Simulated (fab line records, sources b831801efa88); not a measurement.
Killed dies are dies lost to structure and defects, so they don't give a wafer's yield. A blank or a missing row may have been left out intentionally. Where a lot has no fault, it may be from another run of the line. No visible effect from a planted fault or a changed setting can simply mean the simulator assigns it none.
Chamber matching ; flow sky130 ; 4 sister chambers for SKY_CONTACT_CMP_27 on cmp-02
The step polishes, stops on SiO2, t overpolish 15 s, target thk 0 nm. 8 wafers are shown with their chamber, then 12 later ones without.

== WAFERS PAIRED WITH THEIR CHAMBERS ==
wafer;chamber;motor-current-A (A);time-to-endpoint-s (s)
L089.2;3;12.0;87.3
L089.5;2;11.5;86.1
L089.6;1;10.4;81.2
L090.2;1;10.4;79.7
L090.3;2;11.0;84.5
L091.2;3;12.3;79.1
L091.3;0;12.5;77.0
L091.5;0;11.8;80.7

== WAFERS WITH NO CHAMBER GIVEN ==
wafer;motor-current-A (A);time-to-endpoint-s (s)
L092.2;12.4;85.8
L092.4;10.0;83.0
L092.5;11.3;81.2
L093.2;10.1;82.0
L093.3;11.1;83.8
L093.6;10.5;81.9
L094.1;12.4;87.3
L094.2;10.9;82.3
L094.3;12.9;80.2
L095.1;11.5;84.5
L095.5;12.3;82.9
L095.6;12.4;85.3

== WHICH CHAMBER EACH ONE RAN IN ==
wafer;from the rows above;in truth
L092.2;can't be placed: 3 or 0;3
L092.4;1;1
L092.5;can't be placed: 2 or 3 or 0 or 1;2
L093.2;1;1
L093.3;can't be placed: 2 or 1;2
L093.6;1;1
L094.1;can't be placed: 3 or 0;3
L094.2;can't be placed: 2 or 1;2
L094.3;can't be placed: 0 or 3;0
L095.1;can't be placed: 2 or 3 or 0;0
L095.5;can't be placed: 3 or 0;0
L095.6;can't be placed: 3 or 0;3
Correct placement for 3 of the 12. Cannot be placed on the basis of these rows: 9; the candidates contain the true chamber in 9. Number placed wrongly: 0.
How it was worked out, from the rows above alone: a wafer's distance from a chamber is the root of the sum, over the readings, of the square of ((its reading less the chamber's mean) divided by the reading's scatter). If the next closest chamber is less than 2 further off than the closest, the wafer can't be placed; otherwise it belongs to the closest. Each chamber's mean is taken over the wafers shown for it. The scatter: the root of (the sum of the squares of (reading less its chamber's mean) over the shown wafers, divided by (wafers less chambers)).
